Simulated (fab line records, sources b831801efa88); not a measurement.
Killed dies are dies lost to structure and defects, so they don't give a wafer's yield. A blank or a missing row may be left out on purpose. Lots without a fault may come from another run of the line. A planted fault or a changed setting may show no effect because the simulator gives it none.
A struck lot beside a sound one | flow sky130 | 19 steps out of a route of 708
Sound: wafers L781.2, L781.4, L781.6. Struck: wafer L792.2. (L792.3, L792.4 of the same lot were not struck and are left out.) The cause comes at the end.
At each step with rows: each side's tool, then ch and its chambers, then its first start. Under that, the readings that differ: sound wafers | struck wafers | difference of the means | sigmas: that difference in standard deviations of wafers without a fault.
alike: readings whose means differ by less than 2 such deviations, and words and numbers that are the same on both sides. not compared: withheld readings, readings that some wafer has no value for, bounds like >300 that may hide the same value, and numbers for which the record gives no deviation and whose values overlap.
The two part at a step that has a row with sigmas, a row that says differs or no value, or rows on one side only. Numbers that don't overlap but have no deviation are shown without sigmas and don't part them. A reading that every wafer of one side lacks parts them only if that side has two wafers or more.

first, 1 step without rows for these wafers: SKY_VT_ADJUST_HVTP_DEVELOP_06 (develop time 60 s).
SKY_VT_ADJUST_HVTP_CD_MEAS_07: target cd 380 nm.
  sound on cd_sem-02, day 6 16:08; struck on cd_sem-01, day 9 10:26
  alike: cd_nm
SKY_VT_ADJUST_HVTP_OVL_MEAS_08:
  sound on overlay-02, day 6 16:14; struck on overlay-01, day 9 10:32
  alike: VT_ADJUST_HVTP_OVL
then, 1 step without rows for these wafers: SKY_VT_ADJUST_HVTP_IMPLANT_09.
SKY_VT_ADJUST_HVTP_STRIP_10: strips in O2/N2.
  sound on plasma_asher-01 ch 0,1, day 6 16:25; struck on plasma_asher-04 ch 0, day 9 10:43
  reading                      | sound             | struck | difference | sigmas
  strip_time_to_endpoint_s (s) | 14.11 14.13 14.13 | 14.21  | +0.09      | +2
  alike: chamber_pressure_mTorr, drypump_motor_current_A, oes_product_au
  not compared: rf_hours_counter_h
SKY_VT_ADJUST_HVTP_TW_MEAS_11:
  sound on film_metro-04, day 6 16:32; struck on film_metro-02, day 9 10:50
  alike: VT_ADJUST_HVTP_TW
then, 6 steps without rows for these wafers: SKY_VT_ADJUST_LVTN_DEHYDRATE_00 (time 60 s); SKY_VT_ADJUST_LVTN_HMDS_01 (prime time 60 s); SKY_VT_ADJUST_LVTN_COAT_02 (resist thk 3000 nm); SKY_VT_ADJUST_LVTN_SOFTBAKE_03; SKY_VT_ADJUST_LVTN_EXPOSE_04 (exposes mask NWM COMPLEMENT LESS NATIVE, target cd 840 nm); SKY_VT_ADJUST_LVTN_PEB_05.
SKY_VT_ADJUST_LVTN_DEVELOP_06: develop time 60 s.
  sound on litho_track-02 ch 0, day 7 11:00; struck on litho_track-03 ch 0, day 10 08:00
  alike: resist_line_temp_C
SKY_VT_ADJUST_LVTN_OVL_MEAS_07:
  sound on overlay-02, day 7 12:05; struck on overlay-02, day 10 08:22
  not compared: VT_ADJUST_LVTN_OVL
then, 1 step without rows for these wafers: SKY_VT_ADJUST_LVTN_IMPLANT_08.
SKY_VT_ADJUST_LVTN_STRIP_09: strips in O2/N2.
  sound on plasma_asher-01 ch 0,1, day 7 12:16; struck on plasma_asher-01 ch 1, day 10 08:37
  reading                        | sound                | struck | difference | sigmas
  chamber_pressure_mTorr (mTorr) | 1498.8 1500.1 1500.8 | 1503.3 | +3.4       | +2
  oes_product_au (a.u.)          | 0.727 0.718 0.727    | 0.714  | -0.010     | -2
  alike: drypump_motor_current_A, strip_time_to_endpoint_s
  not compared: rf_hours_counter_h
SKY_VT_ADJUST_LVTN_TW_MEAS_10:
  sound on film_metro-02, day 7 12:23; struck on film_metro-02, day 10 08:44
  reading           | sound             | struck | difference | sigmas
  VT_ADJUST_LVTN_TW | 237.5 237.9 238.2 | 29.7   | -208.2     | -99 or more
then, 1 step without rows for these wafers: SKY_VT_ADJUST_LVTN_DEHYDRATE_11 (time 60 s).
-- the record jumps here: 39 days lie between the struck wafers' starts before and after (it left off in module VT_ADJUST_LVTN and takes up again in module PAD_OPEN, whose first step shown is number 708 of the route) --
SKY_PAD_OPEN_PROBE_99:
  the record has rows for the struck wafers here (prober-01, day 49 00:04) and none for the sound ones

WHERE THEY PART
First at SKY_VT_ADJUST_HVTP_STRIP_10; last, within this record, at SKY_PAD_OPEN_PROBE_99.

WHY: what the simulator had put in
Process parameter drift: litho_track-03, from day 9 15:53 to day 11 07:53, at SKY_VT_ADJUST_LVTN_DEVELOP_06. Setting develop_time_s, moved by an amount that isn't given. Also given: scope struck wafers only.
